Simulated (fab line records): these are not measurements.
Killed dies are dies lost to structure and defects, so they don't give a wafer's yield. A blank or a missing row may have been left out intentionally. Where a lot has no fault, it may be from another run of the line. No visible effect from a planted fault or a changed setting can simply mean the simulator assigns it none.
Which of the tools did it? | flow sky130 | Sampling: 12 lots, 36 wafers, 2 of 708 route steps

== WHAT THE GAUGES SHOWED, per wafer ==
SKY_VIA2_OVL_MEAS_13.
lot  | measured     | on         | VIA2_OVL (nm)
L075 | day 36 09:22 | overlay-01 | -1 7 9
L077 | day 37 08:13 | overlay-02 | 3 4 4
L079 | day 38 00:04 | overlay-01 | 11 7 12
L081 | day 38 14:55 | overlay-01 | 4 12 9
L084 | day 39 11:10 | overlay-01 | -4 4 0
L085 | day 39 20:16 | overlay-01 | -6 -4 -8
L087 | day 40 13:25 | overlay-01 | -10 -7 -6
L089 | day 41 08:13 | overlay-02 | 6 2 7
L091 | day 41 17:14 | overlay-01 | 1 4 5
L093 | day 42 04:46 | overlay-01 | 7 10 6
L094 | day 42 14:22 | overlay-02 | 0 0 -1
L097 | day 43 11:46 | overlay-01 | -7 2 -4

== WHAT TOOL EACH LOT RAN ON (gives the tool, then ch and the chambers of the sampled wafers, and finally the start) ==
lot  | SKY_METAL2_DESCUM_17
L075 | rie metal-03 ch 0,1, day 35 06:03
L077 | rie metal-04 ch 0,1, day 36 04:21
L079 | rie metal-04 ch 0, day 36 20:51
L081 | rie metal-04 ch 0,1, day 37 12:37
L084 | rie metal-01 ch 0, day 38 08:15
L085 | rie metal-04 ch 0,1, day 38 17:57
L087 | rie metal-01 ch 1, day 39 11:41
L089 | rie metal-04 ch 0,1, day 40 06:33
L091 | rie metal-04 ch 0,1, day 40 16:05
L093 | rie metal-03 ch 0,1, day 41 04:00
L094 | rie metal-03 ch 0,1, day 41 13:24
L097 | rie metal-04 ch 0,1, day 42 11:00
- SKY_METAL2_DESCUM_17: chemistry O2, time 8 s.

== THE ANSWER, worked out from the rows above alone ==
Rule: the usual values come from the lots themselves. The widest of any qualifying gaps counts: lots, ordered by their means at a reading, are off when they make up no more than a third of the lots, leave a main group of 4 or more, and stand apart from it by 3 or more times the standard deviation of that group's means. A main group whose means are all the same, to the digits that the tables above print for the reading, isn't used. Also off: a lot with no number at a reading for which 4 or more lots have one. Any other lot the step has rows for is counted as sound.
No lot is off on any of the readings shown, so nothing can be concluded from this.

== WHAT THE SIMULATOR HAD PUT IN ==
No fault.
